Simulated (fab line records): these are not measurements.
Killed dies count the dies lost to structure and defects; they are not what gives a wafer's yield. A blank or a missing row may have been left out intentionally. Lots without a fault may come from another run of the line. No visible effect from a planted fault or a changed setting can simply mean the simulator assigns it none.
Code-filled problem report in 8D (eight disciplines) form | flow sky130 | the parts of the form that need people (team, actions taken, sign-off) are left out

1. WHAT WENT WRONG
At SKY_METAL1_CD_MEAS_15, cd-nm averages 53.2 nm over 5 wafers from 2 lots, while fault-free wafers read 139.6 nm, standard deviation 1.6. That puts it -54 standard deviations away from the usual mean.
The step: target cd 140 nm.
First seen on wafer L190.2, day 34 04:19, on cd-sem-02. The record has a number at this step for 32 wafers belonging to 11 lots. By rule, "out" or "out of limits" means more than 4 standard deviations away from the usual mean. The other wafers with a number count as sound.

2. WHAT IT IS; WHAT IT IS NOT
question                    | is                     | is not
which readings at this step | cd-nm                  | -
which lots                  | L190, L191             | L186, L187, L189, L200, L201, L204, L205, L207, L209
which wafers of those lots  | all that have a number | -
read on which gauges        | cd-sem-02              | cd-sem-01
when                        | from day 34 04:19      | up to then (9 sound wafers); but 18 sound wafers of L200, L201, L204, L205, L207, L209 came after

3. SUSPECTS, AND WHAT RULES EACH OUT
Counting: a tool at a process step up to the reading stays a suspect if it ran every lot that is out and no sound lot after the first of them.
- ruled out: the gauge at SKY_METAL1_CD_MEAS_15. All the wafers that are out were read on cd-sem-02, but those of them that SKY_PAD_OPEN_PROBE_99 has rows for are out there too, on other tools.
- krf-scanner-02 at SKY_METAL1_EXPOSE_12 (exposes mask MM1, target cd 140 nm): ruled out as a lasting fault. The sound lots L200, L201, L207 went through it after L190, its earliest lot that is out (day 33 15:29).
Left after counting: nothing in the record.

4. THE CAUSE (what the simulator had put in)
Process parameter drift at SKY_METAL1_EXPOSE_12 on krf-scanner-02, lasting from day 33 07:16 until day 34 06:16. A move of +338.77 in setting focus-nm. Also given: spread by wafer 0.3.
The count ruled it out by mistake, since the rule takes a fault to strike every lot its tool runs from the start of the fault on, and this one did not do so.

5. THE CHAIN OF EFFECTS, in route order
Rows list readings where the struck wafers' mean (over those with a number) sits beyond 3 standard deviations from the usual. Only readings for which the record gives a usual standard deviation are gone through. hours: the time from each lot's start at the first step in this table that gives one to its start at this step, as a median over the lots. sigmas: the change in usual standard deviations.
hours | step                  | reading              | usual    | on struck wafers | change | sigmas
0     | SKY_METAL1_CD_MEAS_15 | cd-nm                | 139.6 nm | 53.2             | -86.4  | -54
303   | SKY_PAD_OPEN_PROBE_99 | defect-limited-yield | 81.9 %   | 0.0              | -81.9  | -41
303   | SKY_PAD_OPEN_PROBE_99 | killed_at_M0_to_M3   | 43       | 444              | +400   | +62
303   | SKY_PAD_OPEN_PROBE_99 | killed-dies          | 89       | 492              | +403   | +42
303   | SKY_PAD_OPEN_PROBE_99 | killed-on-rim        | 17       | 96               | +79    | +21
303   | SKY_PAD_OPEN_PROBE_99 | sort_bin_5_function  | 10.7 %   | 92.1             | +81.4  | +58
303   | SKY_PAD_OPEN_PROBE_99 | sort-n-pass          | 403      | 0                | -403   | -42
303   | SKY_PAD_OPEN_PROBE_99 | sort-yield-pct       | 81.9 %   | 0.0              | -81.9  | -41
It contains these process steps:
- SKY_PAD_OPEN_PROBE_99

6. WHAT WOULD HAVE CAUGHT IT SOONER
The first out-of-limits reading at a measuring or inspecting step in this record came at day 34 04:19, 21 hours after the fault's start at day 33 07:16.
Tool readings at SKY_METAL1_EXPOSE_12 with a usual standard deviation given in the record: none out on any struck wafer, hence no alarm at a limit of 4 standard deviations on them.
